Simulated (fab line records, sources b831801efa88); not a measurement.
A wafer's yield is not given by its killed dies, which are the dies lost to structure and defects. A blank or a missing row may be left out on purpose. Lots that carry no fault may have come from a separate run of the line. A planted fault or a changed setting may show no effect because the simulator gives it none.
fab line records + flow sky130
[record]
- lots = 10
- wafers = 30
- lastDay = 50
route steps=708 shown METAL4@629 METAL5@661 PAD_OPEN@708
lots that met no fault: from a run of the same line without faults
startH: hours from the record's first day to the start of the lot's first wafer shown + waitH: how many hours have passed since the lot's step before this one + " identical to the entry in the row above + L1.1+2: several wafers, shown together as one row + - no value, or no start was given + * or withheld: withheld + < > ~ a bound
route shown NAME@n: a module of which the file shows steps, and the number in the route of the first + usual: the fault-free wafers' mean and standard deviation + same: alike in all rows + chamber/n: place in a boat + sites: the reading at each site + _std_site: standard deviation of those values + _edge_site: outer sites' mean less inner sites' + radiusMm: for every site, how far away it sits from the centre of the wafer + mask NAME#n: copy n + behind: tool/chamber where the wafer was last shaped + hold: cause of the lot's hold/its duration in hours/its outcome + device: the transistor (n, p or np) that didn't switch + end of line: tests of these same wafers at the route's end + step lacking rows: just its recipe + killed: not the wafer's yield, but the dies lost to structure and defects at the first sort + map: dies across one wafer; x = killed, . = not, _ = none there
set.NAME: the setting as run; set.NAME@STEP: as run at that earlier step + model.NAME: the simulator's own value behind a step, which no gauge read
one table for each step of the route and one row for each wafer, over a sample of lots
services: a tool's chamber out of use, with start hour (startH, from the record's first day; less than 0 if before it), hours out, and reason
[[steps]]
[step SKY_METAL4_CD_MEAS_13]
[recipe]
- targetCdNm = 300
[usual]
- cdNm = 300.1/1.2
| lot.wafer | tool     | chamber | startH  | waitH | cdNm  |
|-----------|----------|---------|---------|-------|-------|
| L723.1    | cdSem-02 | -       | 1033.05 | -     | 300.5 |
| L723.4    | "        | -       | "       | "     | 301.0 |
| L723.6    | "        | -       | "       | "     | 300.2 |
| L724.1    | cdSem-01 | -       | 1035.94 | -     | 301.4 |
| L724.3    | "        | -       | "       | "     | 301.7 |
| L724.6    | "        | -       | "       | "     | 301.0 |
| L725.1    | cdSem-02 | -       | 1040.14 | -     | 300.1 |
| L725.4    | "        | -       | "       | "     | 299.9 |
| L725.6    | "        | -       | "       | "     | 300.2 |
| L735.1    | cdSem-01 | -       | 1092.01 | -     | 301.0 |
| L735.2    | "        | -       | "       | "     | 301.0 |
| L735.3    | "        | -       | "       | "     | 302.0 |
| L733.2    | cdSem-01 | -       | 1094.08 | -     | 300.5 |
| L733.3    | "        | -       | "       | "     | 299.3 |
| L733.6    | "        | -       | "       | "     | 299.2 |
| L737.2    | cdSem-02 | -       | 1101.13 | -     | 300.5 |
| L737.3    | "        | -       | "       | "     | 299.6 |
| L737.4    | "        | -       | "       | "     | 299.2 |
| L738.2    | cdSem-01 | -       | 1106.26 | -     | 302.0 |
| L738.4    | "        | -       | "       | "     | 301.7 |
| L738.6    | "        | -       | "       | "     | 299.7 |
| L739.1    | cdSem-02 | -       | 1107.99 | -     | 299.2 |
| L739.3    | "        | -       | "       | "     | 300.6 |
| L739.5    | "        | -       | "       | "     | 298.9 |
| L741.2    | cdSem-01 | -       | 1119.37 | -     | 302.5 |
| L741.4    | "        | -       | "       | "     | 301.5 |
| L741.5    | "        | -       | "       | "     | 302.6 |
| L740.3    | cdSem-02 | -       | 1120.65 | -     | 298.8 |
| L740.4    | "        | -       | "       | "     | 299.0 |
| L740.5    | "        | -       | "       | "     | 299.7 |
[step SKY_METAL5_SPUTTER_00]
[recipe]
- material = Ti
- targetThkNm = 15
- powerW = 3000
- timeS = 10.36
- chamberPressurePa = 0.4
[usual]
- throttleValvePct = 29.8/0.82
| lot.wafer | tool          | chamber | startH  | waitH | throttleValvePct |
|-----------|---------------|---------|---------|-------|------------------|
| L723.1    | pvdSputter-02 | -       | 1057.98 | 0.2   | 29.1             |
| L723.4    | "             | -       | "       | "     | 30.0             |
| L723.6    | "             | -       | "       | "     | 29.7             |
| L724.1    | pvdSputter-03 | -       | 1060.13 | 0.2   | 30.6             |
| L724.3    | "             | -       | "       | "     | 30.1             |
| L724.6    | "             | -       | "       | "     | 29.9             |
| L725.1    | pvdSputter-03 | -       | 1064.72 | 0.1   | 29.5             |
| L725.4    | "             | -       | "       | "     | 29.4             |
| L725.6    | "             | -       | "       | "     | 29.5             |
| L735.1    | pvdSputter-02 | -       | 1115.64 | 0.1   | 28.7             |
| L735.2    | "             | -       | "       | "     | 30.0             |
| L735.3    | "             | -       | "       | "     | 29.9             |
| L733.2    | pvdSputter-02 | -       | 1117.33 | 0.1   | 29.8             |
| L733.3    | "             | -       | "       | "     | 28.8             |
| L733.6    | "             | -       | "       | "     | 28.9             |
| L737.2    | pvdSputter-02 | -       | 1126.14 | 0.1   | 29.3             |
| L737.3    | "             | -       | "       | "     | 31.0             |
| L737.4    | "             | -       | "       | "     | 28.7             |
| L738.2    | pvdSputter-01 | -       | 1129.82 | 0.1   | 29.3             |
| L738.4    | "             | -       | "       | "     | 30.6             |
| L738.6    | "             | -       | "       | "     | 30.9             |
| L739.1    | pvdSputter-02 | -       | 1131.88 | 0.1   | 29.5             |
| L739.3    | "             | -       | "       | "     | 29.8             |
| L739.5    | "             | -       | "       | "     | 31.0             |
| L741.2    | pvdSputter-03 | -       | 1141.94 | 0.1   | 29.7             |
| L741.4    | "             | -       | "       | "     | 29.0             |
| L741.5    | "             | -       | "       | "     | 29.3             |
| L740.3    | pvdSputter-03 | -       | 1143.74 | 0.1   | 30.7             |
| L740.4    | "             | -       | "       | "     | 29.4             |
| L740.5    | "             | -       | "       | "     | 30.6             |
[step SKY_METAL5_SPUTTER_04]
[recipe]
- material = TiN
- targetThkNm = 70
- powerW = 6500
- timeS = 58.3
- chamberPressurePa = 0.4
[usual]
- throttleValvePct = 29.8/0.82
| lot.wafer | tool          | chamber | startH  | waitH | throttleValvePct |
|-----------|---------------|---------|---------|-------|------------------|
| L723.1    | pvdSputter-02 | -       | 1058.10 | 0.0   | 28.5             |
| L723.4    | "             | -       | "       | "     | 30.0             |
| L723.6    | "             | -       | "       | "     | 29.7             |
| L724.1    | pvdSputter-03 | -       | 1060.25 | 0.0   | 30.6             |
| L724.3    | "             | -       | "       | "     | 30.0             |
| L724.6    | "             | -       | "       | "     | 29.9             |
| L725.1    | pvdSputter-03 | -       | 1064.84 | 0.0   | 29.6             |
| L725.4    | "             | -       | "       | "     | 29.1             |
| L725.6    | "             | -       | "       | "     | 29.6             |
| L735.1    | pvdSputter-02 | -       | 1115.76 | 0.0   | 28.7             |
| L735.2    | "             | -       | "       | "     | 29.9             |
| L735.3    | "             | -       | "       | "     | 29.6             |
| L733.2    | pvdSputter-02 | -       | 1117.44 | 0.0   | 29.9             |
| L733.3    | "             | -       | "       | "     | 28.8             |
| L733.6    | "             | -       | "       | "     | 28.8             |
| L737.2    | pvdSputter-02 | -       | 1126.26 | 0.0   | 29.6             |
| L737.3    | "             | -       | "       | "     | 30.9             |
| L737.4    | "             | -       | "       | "     | 28.6             |
| L738.2    | pvdSputter-01 | -       | 1129.94 | 0.0   | 29.3             |
| L738.4    | "             | -       | "       | "     | 30.4             |
| L738.6    | "             | -       | "       | "     | 30.5             |
| L739.1    | pvdSputter-02 | -       | 1132.00 | 0.0   | 29.7             |
| L739.3    | "             | -       | "       | "     | 29.9             |
| L739.5    | "             | -       | "       | "     | 31.0             |
| L741.2    | pvdSputter-03 | -       | 1142.06 | 0.0   | 29.6             |
| L741.4    | "             | -       | "       | "     | 29.2             |
| L741.5    | "             | -       | "       | "     | 29.8             |
| L740.3    | pvdSputter-03 | -       | 1143.85 | 0.0   | 30.3             |
| L740.4    | "             | -       | "       | "     | 29.7             |
| L740.5    | "             | -       | "       | "     | 30.5             |
[step SKY_METAL5_METAL_ETCH_15]
[recipe]
- targetDepthA = 12600
- stopOn = SiO2
- overEtchFrac = 0.2
- timeS = 252
- chemistry = Cl2/BCl3
- resistSidewallDeg = 86
- pressureMtorr = 10
- icpW = 900
- biasW = 48.5
- Cl2_flow_sccm = 60
- bcl3FlowSccm = 30
[usual]
- bcl3FlowSccm = 30.00/0.085
- biasW = 48.50/0.13
- chamberPressureMTorr = 10.000/0.0096
- drypumpMotorCurrentA = 5.9/0.47
- mfcCl2Sccm = 59.98/0.17
- oesProductAu = 0.894/0.0053
- throttleValvePct = 22.263/0.009
| lot.wafer | tool        | chamber | startH  | waitH | bcl3FlowSccm | biasW | chamberPressureMTorr | drypumpMotorCurrentA | mfcCl2Sccm | oesProductAu | rfHoursCounterH | throttleValvePct |
|-----------|-------------|---------|---------|-------|--------------|-------|----------------------|----------------------|------------|--------------|-----------------|------------------|
| L723.1    | rieMetal-03 | 1       | 1078.98 | 0.0   | 29.87        | 48.52 | 10.004               | 6.0                  | 60.03      | 0.895        | 11              | 22.253           |
| L723.4    | "           | 0       | "       | "     | 29.98        | 48.58 | 10.014               | 6.5                  | 59.54      | 0.899        | -               | 22.263           |
| L723.6    | "           | 0       | "       | "     | 29.91        | 48.77 | 10.004               | 6.5                  | 59.87      | 0.893        | -               | 22.261           |
| L724.1    | rieMetal-01 | 1       | 1079.98 | 0.0   | 30.06        | 48.54 | 9.998                | 5.8                  | 60.04      | 0.901        | 12              | 22.271           |
| L724.3    | "           | 1       | "       | "     | 29.93        | 48.44 | 10.008               | 5.8                  | 60.07      | 0.882        | -               | 22.272           |
| L724.6    | "           | 0       | "       | "     | 30.01        | 48.46 | 10.003               | 4.9                  | 59.93      | 0.887        | -               | 22.263           |
| L725.1    | rieMetal-03 | 1       | 1085.37 | 0.1   | 30.01        | 48.48 | 10.007               | 6.0                  | 60.01      | 0.887        | 11              | 22.256           |
| L725.4    | "           | 1       | "       | "     | 30.04        | 48.48 | 9.984                | 6.0                  | 60.06      | 0.891        | -               | 22.253           |
| L725.6    | "           | 1       | "       | "     | 30.08        | 48.41 | 10.016               | 6.0                  | 60.09      | 0.895        | -               | 22.256           |
| L735.1    | rieMetal-01 | 1       | 1134.93 | 0.0   | -            | -     | -                    | -                    | -          | -            | -               | -                |
| L735.2    | "           | 0       | "       | "     | -            | -     | -                    | -                    | -          | -            | -               | -                |
| L735.3    | "           | 1       | "       | "     | -            | -     | -                    | -                    | -          | -            | -               | -                |
| L733.2    | rieMetal-03 | 1       | 1137.08 | 0.0   | -            | -     | -                    | -                    | -          | -            | -               | -                |
| L733.3    | "           | 0       | "       | "     | -            | -     | -                    | -                    | -          | -            | -               | -                |
| L733.6    | "           | 1       | "       | "     | -            | -     | -                    | -                    | -          | -            | -               | -                |
| L737.2    | rieMetal-03 | 1       | 1145.63 | 0.0   | 29.99        | 48.37 | 10.004               | 6.0                  | 60.11      | 0.892        | 17              | 22.241           |
| L737.3    | "           | 1       | "       | "     | 30.17        | 48.43 | 9.987                | 6.0                  | 59.98      | 0.892        | -               | 22.248           |
| L737.4    | "           | 0       | "       | "     | 29.98        | 48.48 | 10.004               | 6.5                  | 60.24      | 0.892        | -               | 22.262           |
| L738.2    | rieMetal-03 | 0       | 1149.03 | 0.0   | 30.00        | 48.63 | 10.007               | 6.5                  | 60.43      | 0.893        | 20              | 22.259           |
| L738.4    | "           | 1       | "       | "     | 29.92        | 48.59 | 9.982                | 6.0                  | 59.59      | 0.887        | -               | 22.260           |
| L738.6    | "           | 0       | "       | "     | 30.09        | 48.72 | 9.991                | 6.5                  | 60.03      | 0.896        | -               | 22.258           |
| L739.1    | rieMetal-01 | 0       | 1150.38 | 0.0   | 29.92        | 48.44 | 9.988                | 4.9                  | 60.11      | 0.896        | 30              | 22.261           |
| L739.3    | "           | 1       | "       | "     | 29.90        | 48.36 | 10.014               | 5.8                  | 60.06      | 0.900        | -               | 22.273           |
| L739.5    | "           | 1       | "       | "     | 29.94        | 48.52 | 10.002               | 5.8                  | 59.88      | 0.894        | -               | 22.270           |
| L741.2    | rieMetal-03 | 1       | 1159.74 | 0.0   | 29.94        | 48.56 | 10.013               | 6.0                  | 60.14      | 0.898        | 18              | 22.272           |
| L741.4    | "           | 0       | "       | "     | 29.98        | 48.44 | 10.001               | 6.5                  | 60.06      | 0.889        | -               | 22.260           |
| L741.5    | "           | 1       | "       | "     | 29.88        | 48.75 | 10.018               | 6.0                  | 60.05      | 0.899        | -               | 22.255           |
| L740.3    | rieMetal-02 | 1       | 1161.66 | 0.1   | 29.88        | 48.30 | 9.991                | 6.2                  | 59.63      | 0.891        | -               | 22.258           |
| L740.4    | "           | 0       | "       | "     | 29.85        | 48.33 | 10.004               | 5.5                  | 59.99      | 0.896        | -               | 22.265           |
| L740.5    | "           | 1       | "       | "     | 30.14        | 48.25 | 10.001               | 6.2                  | 60.02      | 0.892        | -               | 22.247           |
[step SKY_METAL5_STRIP_16]
[recipe]
- chemistry = O2/N2
- powerW = 1400
- pressureMtorr = 1500
- platenTempC = withheld
- o2FlowSccm = 3000
- n2FlowSccm = 300
- overashFraction = 0.5
[usual]
- chamberPressureMTorr = 1499.9/1.2
- drypumpMotorCurrentA = 5.8/0.48
- oesProductAu = 0.710/0.0049
- stripTimeToEndpointS = 13.03/0.12
| lot.wafer | tool           | chamber | startH  | waitH | chamberPressureMTorr | drypumpMotorCurrentA | oesProductAu | rfHoursCounterH | stripTimeToEndpointS |
|-----------|----------------|---------|---------|-------|----------------------|----------------------|--------------|-----------------|----------------------|
| L723.1    | plasmaAsher-04 | 1       | 1079.21 | 0.2   | 1499.5               | 5.7                  | 0.708        | 96              | 13.17                |
| L723.4    | "              | 0       | "       | "     | 1499.3               | 5.9                  | 0.714        | -               | 12.91                |
| L723.6    | "              | 1       | "       | "     | 1500.9               | 5.7                  | 0.714        | -               | 12.94                |
| L724.1    | plasmaAsher-02 | 1       | 1080.22 | 0.2   | 1502.0               | 4.8                  | 0.715        | 1               | 12.92                |
| L724.3    | "              | 1       | "       | "     | 1499.8               | 4.8                  | 0.708        | -               | 12.97                |
| L724.6    | "              | 1       | "       | "     | 1498.9               | 4.8                  | 0.701        | -               | 12.93                |
| L725.1    | plasmaAsher-03 | 0       | 1085.84 | 0.4   | 1500.3               | 5.8                  | 0.705        | 66              | 13.22                |
| L725.4    | "              | 0       | "       | "     | 1500.9               | 5.8                  | 0.710        | -               | 13.19                |
| L725.6    | "              | 0       | "       | "     | 1498.9               | 5.8                  | 0.706        | -               | 13.26                |
| L735.1    | plasmaAsher-02 | 0       | 1135.17 | 0.2   | 1501.7               | 6.1                  | 0.715        | 7               | 21.51                |
| L735.2    | "              | 1       | "       | "     | 1499.7               | 4.8                  | 0.707        | 7               | 21.58                |
| L735.3    | "              | 1       | "       | "     | 1498.6               | 4.8                  | 0.706        | -               | 21.47                |
| L733.2    | plasmaAsher-03 | 1       | 1137.32 | 0.2   | 1499.7               | 6.2                  | 0.710        | 71              | 21.59                |
| L733.3    | "              | 0       | "       | "     | 1500.1               | 5.8                  | 0.705        | -               | 21.64                |
| L733.6    | "              | 1       | "       | "     | 1500.6               | 6.2                  | 0.708        | -               | 21.62                |
| L737.2    | plasmaAsher-02 | 1       | 1145.86 | 0.2   | 1499.0               | 4.8                  | 0.704        | 8               | 13.25                |
| L737.3    | "              | 1       | "       | "     | 1501.0               | 4.8                  | 0.700        | -               | 13.30                |
| L737.4    | "              | 0       | "       | "     | 1501.0               | 6.1                  | 0.715        | -               | 13.20                |
| L738.2    | plasmaAsher-03 | 1       | 1149.26 | 0.2   | 1500.9               | 6.2                  | 0.712        | 73              | 13.00                |
| L738.4    | "              | 0       | "       | "     | 1500.1               | 5.8                  | 0.710        | -               | 13.02                |
| L738.6    | "              | 0       | "       | "     | 1502.0               | 5.8                  | 0.724        | -               | 12.89                |
| L739.1    | plasmaAsher-03 | 0       | 1150.62 | 0.2   | 1498.4               | 5.8                  | 0.716        | 73              | 13.07                |
| L739.3    | "              | 1       | "       | "     | 1499.5               | 6.2                  | 0.704        | -               | 12.92                |
| L739.5    | "              | 0       | "       | "     | 1499.5               | 5.8                  | 0.712        | -               | 12.90                |
| L741.2    | plasmaAsher-04 | 0       | 1159.98 | 0.2   | 1499.3               | 5.9                  | 0.709        | 103             | 13.23                |
| L741.4    | "              | 0       | "       | "     | 1500.0               | 5.8                  | 0.713        | -               | 13.09                |
| L741.5    | "              | 0       | "       | "     | 1500.0               | 5.8                  | 0.700        | -               | 13.23                |
| L740.3    | plasmaAsher-03 | 0       | 1161.85 | 0.1   | 1501.8               | 5.8                  | 0.716        | -               | 13.06                |
| L740.4    | "              | 1       | "       | "     | 1499.6               | 6.2                  | 0.704        | -               | 12.82                |
| L740.5    | "              | 1       | "       | "     | 1502.0               | 6.2                  | 0.715        | -               | 13.06                |
[step SKY_PAD_OPEN_PROBE_99]
[usual]
- defectLimitedYield = 82.5/1.9
- killed_at_M0_to_M3 = 42/6.4
- killed_at_M4_up = 2.9/1.7
- killedAtContacts = 25/5.2
- killedAtFrontEnd = 16/4.4
- killedAtOther = 0.4/0.65
- killedDies = 86/9.2
- killedOnRim = 17/3.9
- killedOpen = 47/6.6
- killedShort = 39/5.8
- sort_bin_3_pad_short = 0.9/0.42
- sort_bin_5_function = 10.4/1.5
- sort_bin_6_memory = 6.3/1
- sortNPass = 406/9.2
- sortYieldPct = 82.5/1.9
[same]
- grossDies = 492
- killedAtBackSide = 0
- sort_bin_4_leakage[%] = 0
- sort_bin_8_speed[%] = 0
| lot.wafer | tool      | chamber | startH  | waitH | defectLimitedYield[%] | killed_at_M0_to_M3 | killed_at_M4_up | killedAtContacts | killedAtFrontEnd | killedAtOther | killedDies | killedOnRim | killedOpen | killedShort | sort_bin_3_pad_short[%] | sort_bin_5_function[%] | sort_bin_6_memory[%] | sortNPass | sortYieldPct[%] |
|-----------|-----------|---------|---------|-------|-----------------------|--------------------|-----------------|------------------|------------------|---------------|------------|-------------|------------|-------------|-------------------------|------------------------|----------------------|-----------|-----------------|
| L735.1    | prober-02 | -       | 1173.66 | 0.1   | 0                     | 43                 | 404             | 33               | 12               | 0             | 492        | 96          | 54         | 36          | 0.2                     | 93.3                   | 6.5                  | 0         | 0               |
| L735.2    | prober-02 | -       | 1173.71 | 0.1   | 0                     | 35                 | 403             | 29               | 24               | 1             | 492        | 96          | 56         | 34          | 0.4                     | 94.9                   | 4.7                  | 0         | 0               |
| L735.3    | prober-02 | -       | 1173.76 | 0.2   | 0                     | 36                 | 402             | 33               | 20               | 1             | 492        | 96          | 54         | 37          | 1.6                     | 91.3                   | 7.1                  | 0         | 0               |
| L733.2    | prober-01 | -       | 1176.67 | 0.1   | 0                     | 47                 | 403             | 31               | 11               | 0             | 492        | 96          | 52         | 38          | 1.2                     | 91.7                   | 7.1                  | 0         | 0               |
| L733.3    | prober-01 | -       | 1176.72 | 0.2   | 0                     | 50                 | 407             | 24               | 11               | 0             | 492        | 96          | 44         | 47          | 1.6                     | 92.9                   | 5.5                  | 0         | 0               |
| L733.6    | prober-01 | -       | 1176.87 | 0.2   | 0                     | 43                 | 421             | 16               | 12               | 0             | 492        | 96          | 38         | 34          | 0.8                     | 92.9                   | 6.3                  | 0         | 0               |
| L737.2    | prober-01 | -       | 1183.21 | 0.1   | 80.7                  | 46                 | 2               | 24               | 23               | 0             | 95         | 19          | 56         | 39          | 0.6                     | 11.0                   | 7.7                  | 397       | 80.7            |
| L737.3    | prober-01 | -       | 1183.26 | 0.2   | 82.5                  | 51                 | 4               | 15               | 14               | 2             | 86         | 16          | 43         | 41          | 0.8                     | 10.0                   | 6.7                  | 406       | 82.5            |
| L737.4    | prober-01 | -       | 1183.31 | 0.2   | 80.3                  | 50                 | 4               | 16               | 25               | 2             | 97         | 18          | 49         | 46          | 0.8                     | 11.2                   | 7.7                  | 395       | 80.3            |
// killed by level:class
L735.1 METAL5:areaEtch=402 VIA2:geometricParticle:open=11 LI_CONTACT:geometricParticle:open=9 VIA1:geometricParticle:open=9 LOCAL_INTERCONNECT:geometricParticle:short=7 CONTACT:geometricParticle:open=7 VIA3:geometricParticle:open=5 CONTACT:geometricParticle:short=5
L735.2 METAL5:areaEtch=402 VIA1:geometricParticle:open=14 CONTACT:geometricParticle:open=10 LOCAL_INTERCONNECT:geometricParticle:open=6 FIELD_ISO:geometricParticle:open=5 POLY_GATE:geometricParticle:short=5 POLY_GATE:geometricParticle:open=5 METAL2:geometricParticle:short=5
L735.3 METAL5:areaEtch=401 CONTACT:geometricParticle:open=13 VIA1:geometricParticle:open=9 VIA3:geometricParticle:open=8 LI_CONTACT:geometricParticle:open=6 CONTACT:geometricParticle:short=6 FIELD_ISO:geometricParticle:open=5 FIELD_ISO:geometricParticle:short=4
L733.2 METAL5:areaEtch=402 VIA1:geometricParticle:open=13 VIA3:geometricParticle:open=10 CONTACT:geometricParticle:open=9 LI_CONTACT:geometricParticle:open=8 LOCAL_INTERCONNECT:geometricParticle:short=6 CONTACT:geometricParticle:short=6 METAL1:geometricParticle:short=6
L733.3 METAL5:areaEtch=401 VIA1:geometricParticle:open=11 METAL2:geometricParticle:short=9 CONTACT:geometricParticle:open=8 VIA2:geometricParticle:open=7 LOCAL_INTERCONNECT:geometricParticle:short=6 LI_CONTACT:geometricParticle:open=6 METAL1:geometricParticle:short=6
L733.6 METAL5:areaEtch=419 VIA3:geometricParticle:open=8 CONTACT:geometricParticle:open=7 VIA1:geometricParticle:short=7 VIA1:geometricParticle:open=6 METAL1:geometricParticle:short=5 METAL2:geometricParticle:short=5 POLY_GATE:geometricParticle:open=4
L737.2 VIA1:geometricParticle:open=13 LI_CONTACT:geometricParticle:open=9 CONTACT:geometricParticle:open=8 VIA1:geometricParticle:short=8 FIELD_ISO:geometricParticle:short=7 FIELD_ISO:geometricParticle:open=6 VIA3:geometricParticle:open=6 VIA2:geometricParticle:open=5
L737.3 VIA1:geometricParticle:open=10 CONTACT:geometricParticle:open=6 VIA2:geometricParticle:open=6 VIA3:geometricParticle:short=6 VIA3:geometricParticle:open=6 METAL1:geometricParticle:short=5 VIA2:geometricParticle:short=5 POLY_GATE:geometricParticle:short=4
L737.4 METAL2:geometricParticle:short=9 FIELD_ISO:geometricParticle:open=8 VIA1:geometricParticle:short=8 VIA1:geometricParticle:open=8 VIA2:geometricParticle:open=8 CONTACT:geometricParticle:open=7 POLY_GATE:geometricParticle:open=6 POLY_GATE:geometricParticle:short=5
[[services]]
| tool           | chamber | startH  | hours | kind                  |
|----------------|---------|---------|-------|-----------------------|
| rieMetal-03    | 1       | 1039.80 | 2.1   | repair                |
| rieMetal-02    | 0       | 1046.01 | 8.6   | repair                |
| plasmaAsher-02 | -       | 1055.25 | 9.0   | pm                    |
| plasmaAsher-02 | 0       | 1055.25 | 9.0   | ventCycle             |
| plasmaAsher-02 | 1       | 1055.25 | 9.0   | ventCycle             |
| plasmaAsher-02 | 0       | 1064.25 | -     | clean                 |
| plasmaAsher-02 | 1       | 1064.25 | -     | clean                 |
| plasmaAsher-03 | -       | 1067.99 | 3.6   | repair                |
| rieMetal-03    | 0       | 1079.82 | 9.5   | repair                |
| pvdSputter-01  | 2       | 1083.16 | -     | consumableReplace:kit |
| pvdSputter-01  | 2       | 1083.16 | 18.0  | scheduledDown         |
| pvdSputter-01  | 2       | 1083.16 | 18.0  | ventCycle             |
| pvdSputter-02  | 0       | 1094.10 | -     | consumableReplace:kit |
| pvdSputter-02  | 0       | 1094.10 | 18.0  | scheduledDown         |
| pvdSputter-02  | 0       | 1094.10 | 18.0  | ventCycle             |
| rieMetal-02    | 0       | 1108.31 | 2.3   | repair                |
| plasmaAsher-04 | -       | 1142.10 | 2.8   | pm                    |
| pvdSputter-03  | 3       | 1152.22 | -     | consumableReplace:kit |
| pvdSputter-03  | 3       | 1152.22 | 18.0  | scheduledDown         |
| pvdSputter-03  | 3       | 1152.22 | 18.0  | ventCycle             |
| pvdSputter-02  | -       | 1154.77 | 9.4   | repair                |
[[key]]
[firstSign]
- step = SKY_METAL5_METAL_ETCH_15
- reading = toolRecord
- direction = missing
[effect]
- step = SKY_METAL5_STRIP_16
- reading = stripTimeToEndpointS
- direction = up
- sigmas = 69
- usual = *
- struck = *
[effect]
- step = SKY_PAD_OPEN_PROBE_99
- reading = killed_at_M4_up
- direction = up
- sigmas = 99+
- usual = 2.9
- struck = 406.7
[moreKillsBornAt]
- SKY_METAL5_METAL_ETCH_15@rieMetal-03 = 1222
- SKY_METAL5_METAL_ETCH_15@rieMetal-01 = 1205
metAt SKY_METAL5_METAL_ETCH_15
struckLots L733,L735
laterRowsLeftOut L733.2,L733.3,L733.6,L735.1,L735.2,L735.3
notActingAt SKY_METAL4_CD_MEAS_13,SKY_METAL5_SPUTTER_00,SKY_METAL5_SPUTTER_04
onsetBetween 1085.37 1134.93
[fault]
- kind = skippedStepWhole
- tool = rieMetal-01,rieMetal-03
- chamber = -
- onsetH = 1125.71
- steps = SKY_METAL5_METAL_ETCH_15
- scope = struckLotsOnly
// laterRowsLeftOut: the simulator's readings of these wafers behind a module that went badly wrong aren't trusted and aren't shown, but for the sort
